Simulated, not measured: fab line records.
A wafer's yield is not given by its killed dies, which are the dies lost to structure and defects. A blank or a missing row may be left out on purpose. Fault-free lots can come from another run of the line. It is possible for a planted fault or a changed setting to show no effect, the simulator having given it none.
Which tool is to blame? | flow sky130 | 33 wafers from 11 lots sampled at 2 of the route's 708 steps

== WHAT THE GAUGES SHOWED, per wafer ==
SKY_VIA3_OVL_MEAS_13. Usual: VIA3_OVL typically reads 1 nm, with standard deviation 6.3.
lot  | measured     | on         | VIA3_OVL (nm) | flag
L152 | day 40 10:47 | overlay-01 | 7 0 0         |
L153 | day 40 16:50 | overlay-01 | 4 -5 5        |
L154 | day 41 00:17 | overlay-01 | 12 6 -1       |
L156 | day 41 22:43 | overlay-02 | -1 0 -3       |
L157 | day 42 00:34 | overlay-01 | 5 -2 4        |
L159 | day 42 13:18 | overlay-01 | 6 11 11       |
L163 | day 43 17:07 | overlay-01 | 2 -2 2        |
L165 | day 43 23:38 | overlay-01 | 7 9 -4        |
L169 | day 45 10:14 | overlay-01 | 7 -12 -1      |
L171 | day 45 13:19 | overlay-01 | -3 2 -8       |
L172 | day 45 18:49 | overlay-01 | -11 -7 -3     |

== TOOL THAT RAN EACH LOT (tool first, then ch and the chambers of the sampled wafers, then the start) ==
lot  | SKY_METAL3_METAL_ETCH_18
L152 | rie-metal-04 ch 0,1, day 39 08:52
L153 | rie-metal-03 ch 1, day 39 14:58
L154 | rie-metal-03 ch 0,1, day 39 22:16
L156 | rie-metal-03 ch 0,1, day 40 21:14
L157 | rie-metal-02 ch 0,1, day 40 23:20
L159 | rie-metal-04 ch 0,1, day 41 12:48
L163 | rie-metal-02 ch 1, day 42 17:07
L165 | rie-metal-03 ch 0,1, day 42 23:28
L169 | rie-metal-04 ch 0,1, day 44 11:04
L171 | rie-metal-02 ch 0,1, day 44 14:38
L172 | rie-metal-04 ch 0,1, day 44 20:42
- SKY_METAL3_METAL_ETCH_18: etches the open film in Cl2/BCl3, stops on SiO2, target depth 845 nm, time 183.1 s.

== WHAT THE TOOLS THEMSELVES READ (means of the sampled wafers that have a number; where no wafer has one, the mark that the record gives instead) ==
SKY_METAL3_METAL_ETCH_18. Usual: drypump-motor-current-A 5.65 A, standard deviation 0.18; oes-product-au 0.846 a.u., standard deviation 0.0058; throttle-valve-pct 22.265 %, standard deviation 0.0092.
lot  | tool         | drypump-motor-current-A (A) | oes-product-au (a.u.) | throttle-valve-pct (%) | flag
L152 | rie-metal-04 | 5.31                        | 0.850                 | 22.265                 |
L153 | rie-metal-03 | 5.84                        | 0.845                 | 22.257                 |
L154 | rie-metal-03 | 5.73                        | 0.846                 | 22.259                 |
L156 | rie-metal-03 | 5.69                        | 0.852                 | 22.259                 |
L157 | rie-metal-02 | 5.77                        | 0.844                 | 22.261                 |
L159 | rie-metal-04 | 5.36                        | 0.850                 | 22.277                 |
L163 | rie-metal-02 | 5.75                        | 0.848                 | 22.256                 |
L165 | rie-metal-03 | 5.78                        | 0.843                 | 22.272                 |
L169 | rie-metal-04 | 5.31                        | 0.848                 | 22.268                 |
L171 | rie-metal-02 | 5.73                        | 0.840                 | 22.266                 |
L172 | rie-metal-04 | 5.32                        | 0.846                 | 22.261                 |

== THE ANSWER, worked out from the rows above alone ==
Rule: a lot counts as off when the mean over its wafers that have a number is more than 3 standard deviations away from the usual mean. Also off: a lot with no number at a reading for which 4 or more lots have one. Any other lot the step has rows for is counted as sound. First the gauges in route order, then the tools' own readings, where a lot's mean is used as printed above. The first step at which some lot is off is used, and at that step the reading that is off furthest; a lot without a number counts as furthest.
Across all readings shown, no lot is off: no conclusion can be drawn from this.

== WHAT THE SIMULATOR HAD PUT IN ==
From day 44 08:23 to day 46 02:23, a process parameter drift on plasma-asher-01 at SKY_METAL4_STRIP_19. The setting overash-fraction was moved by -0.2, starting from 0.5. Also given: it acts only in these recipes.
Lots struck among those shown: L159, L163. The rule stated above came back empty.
